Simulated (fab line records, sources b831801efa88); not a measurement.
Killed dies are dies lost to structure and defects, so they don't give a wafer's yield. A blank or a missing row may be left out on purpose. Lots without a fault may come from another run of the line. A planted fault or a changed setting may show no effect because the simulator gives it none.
Chamber matching | flow sky130 | SKY_VIA2_CMP_24 on cmp-01: 4 sister chambers
The step polishes, stops on SiO2, t overpolish 20 s, target thk 0 nm. 16 wafers are shown with their chamber, then 8 later ones without.

WAFERS WITH THEIR CHAMBER
wafer  | chamber | motor_current_A (A) | overpolish_run_s (s) | time_to_endpoint_s (s)
L590.1 | 1       | 10.8                | 19.980               | 104
L590.3 | 2       | 9.2                 | 19.990               | 109
L590.5 | 3       | 9.2                 | 20.013               | 110
L591.2 | 0       | 11.7                | 19.995               | 108
L591.3 | 1       | 9.9                 | 19.992               | 105
L594.1 | 1       | 10.5                | 20.004               | 106
L594.2 | 2       | 9.3                 | 19.992               | 107
L594.3 | 0       | 11.8                | 19.987               | 105
L593.1 | 1       | 10.2                | 19.998               | 110
L593.5 | 0       | 10.7                | 19.988               | 109
L595.1 | 2       | 9.0                 | 19.993               | 112
L595.3 | 3       | 9.1                 | 20.015               | 109
L595.6 | 2       | 9.3                 | 20.014               | 111
L596.2 | 0       | 11.7                | 19.991               | 110
L596.5 | 2       | 9.1                 | 20.008               | 105
L596.6 | 1       | 10.8                | 20.004               | 107

SIGNATURES (means of the wafers above)
reading            | chamber 0 | chamber 1 | chamber 2 | chamber 3 | scatter within a chamber
motor_current_A    | 11.475    | 10.440    | 9.180     | 9.150     | 0.353
overpolish_run_s   | 19.99025  | 19.99560  | 19.99940  | 20.01400  | 0.00873
time_to_endpoint_s | 108.00    | 106.40    | 108.80    | 109.50    | 2.39
Rule: a wafer's distance from a chamber is the root of the sum, over the readings, of the square of ((its reading less the chamber's mean) divided by the reading's scatter). The wafer belongs to the nearest chamber; if the next one is less than 2 further off, it can't be placed. The scatter: the root of (the sum of the squares of (reading less its chamber's mean) over the shown wafers, divided by (wafers less chambers)).

WAFERS WITHOUT THEIR CHAMBER
wafer  | motor_current_A (A) | overpolish_run_s (s) | time_to_endpoint_s (s)
L600.3 | 10.2                | 20.002               | 102
L600.4 | 12.1                | 20.006               | 108
L600.5 | 11.5                | 19.993               | 109
L602.3 | 9.0                 | 20.007               | 104
L602.5 | 10.1                | 19.998               | 103
L602.6 | 11.5                | 20.015               | 104
L608.3 | 10.3                | 20.007               | 97
L608.5 | 10.7                | 19.990               | 100

WHICH CHAMBER EACH WENT THROUGH
wafer  | from the rows above          | in truth
L600.3 | can't be placed: 1 or 2      | 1
L600.4 | 0                            | 0
L600.5 | 0                            | 0
L602.3 | can't be placed: 2 or 3      | 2
L602.5 | can't be placed: 1 or 2      | 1
L602.6 | can't be placed: 0 or 1      | 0
L608.3 | can't be placed: 1 or 2 or 0 | 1
L608.5 | can't be placed: 1 or 0      | 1
Placed correctly: 2 of 8. Can't be placed from these rows: 6 (the true chamber is among the candidates in 6). Placed wrongly: 0.
